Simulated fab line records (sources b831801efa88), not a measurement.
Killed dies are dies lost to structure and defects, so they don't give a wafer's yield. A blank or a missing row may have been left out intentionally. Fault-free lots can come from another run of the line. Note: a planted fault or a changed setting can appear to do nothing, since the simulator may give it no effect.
Which of the tools did it? :: flow sky130 :: 13 lots, 39 wafers sampled, at 6 steps of a route of 708

== WHAT THE GAUGES SHOWED, per wafer ==
SKY_SONOS_ONO_OVL_MEAS_14. Usual: for SONOS_ONO_OVL the level is 0.1 nm and the standard deviation is 1.6.
lot: L209
measured: day 13 18:54
on: overlay-01
SONOS_ONO_OVL (nm): -2.1 -0.9 -2.2
flag: 

lot: L211
measured: day 14 11:32
on: overlay-02
SONOS_ONO_OVL (nm): -1.2 0.9 -0.8
flag: 

lot: L213
measured: day 15 04:10
on: overlay-01
SONOS_ONO_OVL (nm): -0.3 -0.1 1.0
flag: 

lot: L214
measured: day 15 09:27
on: overlay-02
SONOS_ONO_OVL (nm): 0.9 -0.2 -1.1
flag: 

lot: L215
measured: day 15 23:29
on: overlay-01
SONOS_ONO_OVL (nm): 1.0 0.5 0.1
flag: 

lot: L216
measured: day 16 06:26
on: overlay-01
SONOS_ONO_OVL (nm): 1.0 -0.9 0.7
flag: 

lot: L217
measured: day 16 14:43
on: overlay-01
SONOS_ONO_OVL (nm): 1.3 0.4 2.1
flag: 

lot: L218
measured: day 17 01:36
on: overlay-01
SONOS_ONO_OVL (nm): -3.7 -4.4 -2.8
flag: 

lot: L219
measured: day 17 19:01
on: overlay-02
SONOS_ONO_OVL (nm): 0.6 0.0 -0.3
flag: 

lot: L222
measured: day 18 08:16
on: overlay-02
SONOS_ONO_OVL (nm): 2.2 1.4 1.7
flag: 

lot: L221
measured: day 18 09:31
on: overlay-02
SONOS_ONO_OVL (nm): 2.8 2.0 2.0
flag: 

lot: L223
measured: day 18 14:55
on: overlay-01
SONOS_ONO_OVL (nm): -0.5 0.9 2.1
flag: 

lot: L227
measured: day 20 01:32
on: overlay-02
SONOS_ONO_OVL (nm): 1.6 -0.4 -0.2
flag: 

SKY_LDD_P_TW_MEAS_11. Usual: for LDD_P_TW the level is 633 and the standard deviation is 7.4.
lot: L209
measured: day 20 10:05
on: filmMetro-03
LDD_P_TW: 628 628 630
flag: 

lot: L211
measured: day 21 04:26
on: filmMetro-03
LDD_P_TW: 626 622 626
flag: 

lot: L213
measured: day 21 16:29
on: filmMetro-01
LDD_P_TW: 633 630 631
flag: 

lot: L214
measured: day 23 02:11
on: filmMetro-01
LDD_P_TW: 634 633 630
flag: 

lot: L215
measured: day 23 03:07
on: filmMetro-02
LDD_P_TW: 646 644 646
flag: 

lot: L216
measured: day 23 04:25
on: filmMetro-03
LDD_P_TW: 630 627 626
flag: 

lot: L217
measured: day 23 11:01
on: filmMetro-03
LDD_P_TW: 624 625 625
flag: 

lot: L218
measured: day 23 17:25
on: filmMetro-01
LDD_P_TW: 632 632 632
flag: 

lot: L219
measured: day 24 14:38
on: filmMetro-02
LDD_P_TW: 648 646 645
flag: 

lot: L222
measured: day 25 01:03
on: filmMetro-03
LDD_P_TW: 625 631 627
flag: 

lot: L221
measured: day 25 03:26
on: filmMetro-02
LDD_P_TW: 30 30 31
flag: OFF

lot: L223
measured: day 25 09:53
on: filmMetro-03
LDD_P_TW: 628 629 627
flag: 

lot: L227
measured: day 26 20:18
on: filmMetro-01
LDD_P_TW: 635 635 636
flag: 

SKY_LDD_HVN_TW_MEAS_10. Usual: for LDD_HVN_TW the level is 1423 and the standard deviation is 9.3.
lot: L209
measured: day 21 16:43
on: filmMetro-03
LDD_HVN_TW: 1408 1406 1410
flag: 

lot: L211
measured: day 22 10:52
on: filmMetro-04
LDD_HVN_TW: 1436 1435 1432
flag: 

lot: L213
measured: day 22 23:04
on: filmMetro-04
LDD_HVN_TW: 1429 1440 1437
flag: 

lot: L214
measured: day 24 08:33
on: filmMetro-04
LDD_HVN_TW: 1438 1434 1432
flag: 

lot: L215
measured: day 24 08:52
on: filmMetro-04
LDD_HVN_TW: 1423 1426 1433
flag: 

lot: L216
measured: day 24 09:31
on: filmMetro-04
LDD_HVN_TW: 1429 1429 1432
flag: 

lot: L217
measured: day 24 16:54
on: filmMetro-03
LDD_HVN_TW: 1406 1406 1411
flag: 

lot: L218
measured: day 24 23:09
on: filmMetro-03
LDD_HVN_TW: 1414 1413 1411
flag: 

lot: L219
measured: day 25 20:58
on: filmMetro-03
LDD_HVN_TW: 1407 1411 1414
flag: 

lot: L222
measured: day 26 06:25
on: filmMetro-04
LDD_HVN_TW: 1423 1427 1429
flag: 

lot: L221
measured: day 26 08:29
on: filmMetro-04
LDD_HVN_TW: 1423 1420 1415
flag: 

lot: L223
measured: day 26 15:01
on: filmMetro-04
LDD_HVN_TW: 1416 1424 1421
flag: 

lot: L227
measured: day 28 01:22
on: filmMetro-03
LDD_HVN_TW: 1408 1413 1417
flag: 

== WHAT TOOL EACH LOT RAN ON (gives the tool, then ch and the chambers of the sampled wafers, and finally the start) ==
lot: L209
SKY_POLY_GATE_ETCH_16: rieDiel-04 ch 0,1,3, day 17 16:23
SKY_LDD_N_STRIP_16: plasmaAsher-04 ch 0,1, day 19 03:04
SKY_LDD_P_STRIP_10: plasmaAsher-02 ch 0,1, day 20 09:59

lot: L211
SKY_POLY_GATE_ETCH_16: rieDiel-01 ch 1,2, day 18 11:07
SKY_LDD_N_STRIP_16: plasmaAsher-01 ch 0,1, day 19 21:28
SKY_LDD_P_STRIP_10: plasmaAsher-03 ch 0,1, day 21 04:20

lot: L213
SKY_POLY_GATE_ETCH_16: rieDiel-04 ch 0,1,2, day 18 23:49
SKY_LDD_N_STRIP_16: plasmaAsher-03 ch 0,1, day 20 09:57
SKY_LDD_P_STRIP_10: plasmaAsher-02 ch 0,1, day 21 16:23

lot: L214
SKY_POLY_GATE_ETCH_16: rieDiel-01 ch 2,3, day 20 09:37
SKY_LDD_N_STRIP_16: plasmaAsher-03 ch 0,1, day 21 19:21
SKY_LDD_P_STRIP_10: plasmaAsher-03 ch 0,1, day 23 02:05

lot: L215
SKY_POLY_GATE_ETCH_16: rieDiel-02 ch 0,1,3, day 20 09:44
SKY_LDD_N_STRIP_16: plasmaAsher-03 ch 0,1, day 21 20:25
SKY_LDD_P_STRIP_10: plasmaAsher-02 ch 0,1, day 23 03:01

lot: L216
SKY_POLY_GATE_ETCH_16: rieDiel-04 ch 1,2, day 20 10:52
SKY_LDD_N_STRIP_16: plasmaAsher-03 ch 0,1, day 21 21:46
SKY_LDD_P_STRIP_10: plasmaAsher-03 ch 1, day 23 04:19

lot: L217
SKY_POLY_GATE_ETCH_16: rieDiel-01 ch 0,2,3, day 20 18:16
SKY_LDD_N_STRIP_16: plasmaAsher-04 ch 0,1, day 22 04:01
SKY_LDD_P_STRIP_10: plasmaAsher-02 ch 0,1, day 23 10:55

lot: L218
SKY_POLY_GATE_ETCH_16: rieDiel-04 ch 2,3, day 21 02:07
SKY_LDD_N_STRIP_16: plasmaAsher-04 ch 0,1, day 22 11:28
SKY_LDD_P_STRIP_10: plasmaAsher-01 ch 0,1, day 23 17:19

lot: L219
SKY_POLY_GATE_ETCH_16: rieDiel-01 ch 1,2, day 21 23:10
SKY_LDD_N_STRIP_16: plasmaAsher-04 ch 0,1, day 23 09:04
SKY_LDD_P_STRIP_10: plasmaAsher-02 ch 0,1, day 24 14:32

lot: L222
SKY_POLY_GATE_ETCH_16: rieDiel-01 ch 2,3, day 22 10:22
SKY_LDD_N_STRIP_16: plasmaAsher-01 ch 0,1, day 23 19:21
SKY_LDD_P_STRIP_10: plasmaAsher-03 ch 0,1, day 25 00:56

lot: L221
SKY_POLY_GATE_ETCH_16: rieDiel-04 ch 2,3, day 22 12:43
SKY_LDD_N_STRIP_16: plasmaAsher-04 ch 0,1, day 23 21:45
SKY_LDD_P_STRIP_10: plasmaAsher-01 ch 0,1, day 25 03:19

lot: L223
SKY_POLY_GATE_ETCH_16: rieDiel-02 ch 1,3, day 22 19:10
SKY_LDD_N_STRIP_16: plasmaAsher-01 ch 0,1, day 24 03:58
SKY_LDD_P_STRIP_10: plasmaAsher-02 ch 0,1, day 25 09:47

lot: L227
SKY_POLY_GATE_ETCH_16: rieDiel-04 ch 1,2,3, day 24 05:25
SKY_LDD_N_STRIP_16: plasmaAsher-01 ch 0,1, day 25 14:39
SKY_LDD_P_STRIP_10: plasmaAsher-01 ch 1, day 26 20:11
- SKY_POLY_GATE_ETCH_16: etches Si3N4 in CH3F/O2, stops on poly-Si, time 147.5 s, target depth 75 nm.
- SKY_LDD_N_STRIP_16: strips in O2/N2.
- SKY_LDD_P_STRIP_10: strips in O2/N2.

== AS READ BY THE TOOLS THEMSELVES (means over the sampled wafers that have a number; for cases with no such wafer, the mark the record gives instead) ==
SKY_POLY_GATE_ETCH_16. Usual: drypumpMotorCurrentA 5.8 A, standard deviation 0.42; oesProductAu 0.640 a.u., standard deviation 0.0055; throttleValvePct 10.535 %, standard deviation 0.0092.
lot: L209
tool: rieDiel-04
drypumpMotorCurrentA (A): 6.0
oesProductAu (a.u.): 0.642
throttleValvePct (%): 10.543
flag: 

lot: L211
tool: rieDiel-01
drypumpMotorCurrentA (A): 5.3
oesProductAu (a.u.): 0.648
throttleValvePct (%): 10.527
flag: 

lot: L213
tool: rieDiel-04
drypumpMotorCurrentA (A): 6.0
oesProductAu (a.u.): 0.638
throttleValvePct (%): 10.538
flag: 

lot: L214
tool: rieDiel-01
drypumpMotorCurrentA (A): 5.9
oesProductAu (a.u.): 0.641
throttleValvePct (%): 10.537
flag: 

lot: L215
tool: rieDiel-02
drypumpMotorCurrentA (A): 5.6
oesProductAu (a.u.): 0.636
throttleValvePct (%): 10.531
flag: 

lot: L216
tool: rieDiel-04
drypumpMotorCurrentA (A): 5.9
oesProductAu (a.u.): 0.636
throttleValvePct (%): 10.531
flag: 

lot: L217
tool: rieDiel-01
drypumpMotorCurrentA (A): 5.7
oesProductAu (a.u.): 0.640
throttleValvePct (%): 10.529
flag: 

lot: L218
tool: rieDiel-04
drypumpMotorCurrentA (A): 5.9
oesProductAu (a.u.): 0.643
throttleValvePct (%): 10.536
flag: 

lot: L219
tool: rieDiel-01
drypumpMotorCurrentA (A): 5.1
oesProductAu (a.u.): 0.629
throttleValvePct (%): 10.527
flag: 

lot: L222
tool: rieDiel-01
drypumpMotorCurrentA (A): 5.9
oesProductAu (a.u.): 0.640
throttleValvePct (%): 10.533
flag: 

lot: L221
tool: rieDiel-04
drypumpMotorCurrentA (A): 5.9
oesProductAu (a.u.): 0.634
throttleValvePct (%): 10.534
flag: 

lot: L223
tool: rieDiel-02
drypumpMotorCurrentA (A): 5.5
oesProductAu (a.u.): 0.639
throttleValvePct (%): 10.541
flag: 

lot: L227
tool: rieDiel-04
drypumpMotorCurrentA (A): 5.9
oesProductAu (a.u.): 0.639
throttleValvePct (%): 10.532
flag: 

SKY_LDD_N_STRIP_16. Usual: chamberPressureMTorr 1500.0 mTorr, standard deviation 1.3; drypumpMotorCurrentA 5.6 A, standard deviation 0.34; n2FlowSccm 300.1 sccm, standard deviation 0.86; oesProductAu 0.406 a.u., standard deviation 0.0043; stripTimeToEndpointS 4.317 s, standard deviation 0.018.
lot: L209
tool: plasmaAsher-04
chamberPressureMTorr (mTorr): 1500.4
drypumpMotorCurrentA (A): 5.2
n2FlowSccm (sccm): 299.8
oesProductAu (a.u.): 0.410
stripTimeToEndpointS (s): 4.301
flag: 

lot: L211
tool: plasmaAsher-01
chamberPressureMTorr (mTorr): 1499.6
drypumpMotorCurrentA (A): 5.5
n2FlowSccm (sccm): 300.4
oesProductAu (a.u.): 0.409
stripTimeToEndpointS (s): 4.329
flag: 

lot: L213
tool: plasmaAsher-03
chamberPressureMTorr (mTorr): 1500.0
drypumpMotorCurrentA (A): 5.8
n2FlowSccm (sccm): 300.5
oesProductAu (a.u.): 0.406
stripTimeToEndpointS (s): 4.294
flag: 

lot: L214
tool: plasmaAsher-03
chamberPressureMTorr (mTorr): 1500.5
drypumpMotorCurrentA (A): 6.0
n2FlowSccm (sccm): 300.2
oesProductAu (a.u.): 0.408
stripTimeToEndpointS (s): 4.327
flag: 

lot: L215
tool: plasmaAsher-03
chamberPressureMTorr (mTorr): 1500.0
drypumpMotorCurrentA (A): 6.0
n2FlowSccm (sccm): 299.2
oesProductAu (a.u.): 0.406
stripTimeToEndpointS (s): 4.310
flag: 

lot: L216
tool: plasmaAsher-03
chamberPressureMTorr (mTorr): 1500.9
drypumpMotorCurrentA (A): 6.0
n2FlowSccm (sccm): 301.0
oesProductAu (a.u.): 0.408
stripTimeToEndpointS (s): 4.294
flag: 

lot: L217
tool: plasmaAsher-04
chamberPressureMTorr (mTorr): 1500.7
drypumpMotorCurrentA (A): 5.3
n2FlowSccm (sccm): 299.4
oesProductAu (a.u.): 0.407
stripTimeToEndpointS (s): 4.340
flag: 

lot: L218
tool: plasmaAsher-04
chamberPressureMTorr (mTorr): 1501.1
drypumpMotorCurrentA (A): 5.3
n2FlowSccm (sccm): 300.3
oesProductAu (a.u.): 0.409
stripTimeToEndpointS (s): 4.326
flag: 

lot: L219
tool: plasmaAsher-04
chamberPressureMTorr (mTorr): 1501.5
drypumpMotorCurrentA (A): 5.3
n2FlowSccm (sccm): 300.9
oesProductAu (a.u.): 0.407
stripTimeToEndpointS (s): 4.298
flag: 

lot: L222
tool: plasmaAsher-01
chamberPressureMTorr (mTorr): 1499.3
drypumpMotorCurrentA (A): 5.3
n2FlowSccm (sccm): 300.1
oesProductAu (a.u.): 0.402
stripTimeToEndpointS (s): 4.293
flag: 

lot: L221
tool: plasmaAsher-04
chamberPressureMTorr (mTorr): 1510.8
drypumpMotorCurrentA (A): 5.3
n2FlowSccm (sccm): 299.6
oesProductAu (a.u.): 0.562
stripTimeToEndpointS (s): -
flag: OFF

lot: L223
tool: plasmaAsher-01
chamberPressureMTorr (mTorr): 1499.4
drypumpMotorCurrentA (A): 5.3
n2FlowSccm (sccm): 300.5
oesProductAu (a.u.): 0.406
stripTimeToEndpointS (s): 4.302
flag: 

lot: L227
tool: plasmaAsher-01
chamberPressureMTorr (mTorr): 1499.4
drypumpMotorCurrentA (A): 5.3
n2FlowSccm (sccm): 299.6
oesProductAu (a.u.): 0.407
stripTimeToEndpointS (s): 4.314
flag: 

SKY_LDD_P_STRIP_10. Usual: chamberPressureMTorr 1500.0 mTorr, standard deviation 1.4; drypumpMotorCurrentA 5.6 A, standard deviation 0.33; n2FlowSccm 300.0 sccm, standard deviation 0.88; oesProductAu 0.716 a.u., standard deviation 0.0045; stripTimeToEndpointS 14.17 s, standard deviation 0.032.
lot: L209
tool: plasmaAsher-02
chamberPressureMTorr (mTorr): 1500.6
drypumpMotorCurrentA (A): 5.7
n2FlowSccm (sccm): 300.5
oesProductAu (a.u.): 0.716
stripTimeToEndpointS (s): 14.15
flag: 

lot: L211
tool: plasmaAsher-03
chamberPressureMTorr (mTorr): 1500.3
drypumpMotorCurrentA (A): 6.0
n2FlowSccm (sccm): 300.5
oesProductAu (a.u.): 0.717
stripTimeToEndpointS (s): 14.14
flag: 

lot: L213
tool: plasmaAsher-02
chamberPressureMTorr (mTorr): 1500.2
drypumpMotorCurrentA (A): 5.7
n2FlowSccm (sccm): 300.1
oesProductAu (a.u.): 0.714
stripTimeToEndpointS (s): 14.19
flag: 

lot: L214
tool: plasmaAsher-03
chamberPressureMTorr (mTorr): 1499.5
drypumpMotorCurrentA (A): 6.0
n2FlowSccm (sccm): 299.6
oesProductAu (a.u.): 0.717
stripTimeToEndpointS (s): 14.23
flag: 

lot: L215
tool: plasmaAsher-02
chamberPressureMTorr (mTorr): 1500.0
drypumpMotorCurrentA (A): 5.6
n2FlowSccm (sccm): 299.1
oesProductAu (a.u.): 0.716
stripTimeToEndpointS (s): 14.17
flag: 

lot: L216
tool: plasmaAsher-03
chamberPressureMTorr (mTorr): 1498.9
drypumpMotorCurrentA (A): 6.1
n2FlowSccm (sccm): 300.9
oesProductAu (a.u.): 0.712
stripTimeToEndpointS (s): 14.18
flag: 

lot: L217
tool: plasmaAsher-02
chamberPressureMTorr (mTorr): 1498.9
drypumpMotorCurrentA (A): 5.4
n2FlowSccm (sccm): 300.2
oesProductAu (a.u.): 0.714
stripTimeToEndpointS (s): 14.19
flag: 

lot: L218
tool: plasmaAsher-01
chamberPressureMTorr (mTorr): 1500.0
drypumpMotorCurrentA (A): 5.5
n2FlowSccm (sccm): 299.9
oesProductAu (a.u.): 0.716
stripTimeToEndpointS (s): 14.21
flag: 

lot: L219
tool: plasmaAsher-02
chamberPressureMTorr (mTorr): 1500.0
drypumpMotorCurrentA (A): 5.6
n2FlowSccm (sccm): 301.0
oesProductAu (a.u.): 0.718
stripTimeToEndpointS (s): 14.16
flag: 

lot: L222
tool: plasmaAsher-03
chamberPressureMTorr (mTorr): 1499.7
drypumpMotorCurrentA (A): 6.0
n2FlowSccm (sccm): 300.7
oesProductAu (a.u.): 0.715
stripTimeToEndpointS (s): 14.22
flag: 

lot: L221
tool: plasmaAsher-01
chamberPressureMTorr (mTorr): 1499.3
drypumpMotorCurrentA (A): 5.5
n2FlowSccm (sccm): 300.0
oesProductAu (a.u.): 0.715
stripTimeToEndpointS (s): 17.88
flag: OFF

lot: L223
tool: plasmaAsher-02
chamberPressureMTorr (mTorr): 1499.6
drypumpMotorCurrentA (A): 5.4
n2FlowSccm (sccm): 299.9
oesProductAu (a.u.): 0.715
stripTimeToEndpointS (s): 14.19
flag: 

lot: L227
tool: plasmaAsher-01
chamberPressureMTorr (mTorr): 1499.0
drypumpMotorCurrentA (A): 5.2
n2FlowSccm (sccm): 299.9
oesProductAu (a.u.): 0.717
stripTimeToEndpointS (s): 14.20
flag: 

== THE ANSWER, worked out from the rows above alone ==
Rule: lot off if the mean of its wafers having a number is beyond 3 standard deviations from the usual mean. Also off: a lot with no number at a reading for which 4 or more lots have one. Any other lot the step has rows for is counted as sound. After the gauges, taken in route order, come the tools' own readings; for these a lot's mean is taken, as printed above. The first step at which some lot is off is used, and at that step the reading that is off furthest; a lot without a number counts as furthest.
Off: L221, seen at SKY_LDD_P_TW_MEAS_11 (LDD_P_TW).
A tool fits if, at a process step before that reading, it ran every lot that is off, and no sound lot after the first of them. The gauges at SKY_LDD_P_TW_MEAS_11 aren't tried: what is off there is off at SKY_LDD_N_STRIP_16 too, on other tools, and a gauge's error can't cause that. One fits: plasmaAsher-04 at SKY_LDD_N_STRIP_16. Its last sound lot is L219 (day 23 09:04), its first lot that is off L221 (day 23 21:45): a fault that began between those two fits.
The tool's own readings at SKY_LDD_N_STRIP_16 bear it out: on the lots that are off they differ by more than 5 times the standard deviation of the sound lots' means. chamberPressureMTorr reads 1510.8 mTorr there against 1500.2 mTorr on the sound lots; oesProductAu reads 0.562 a.u. there against 0.407 a.u. on the sound lots.
Blank at SKY_LDD_N_STRIP_16 on the lots that are off, where sound lots have numbers: stripTimeToEndpointS.

== WHAT THE SIMULATOR HAD INSERTED ==
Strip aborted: plasmaAsher-04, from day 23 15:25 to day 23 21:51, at SKY_LDD_N_STRIP_16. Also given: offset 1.
Shown lots that were struck: L221. The rule given above showed the same thing.
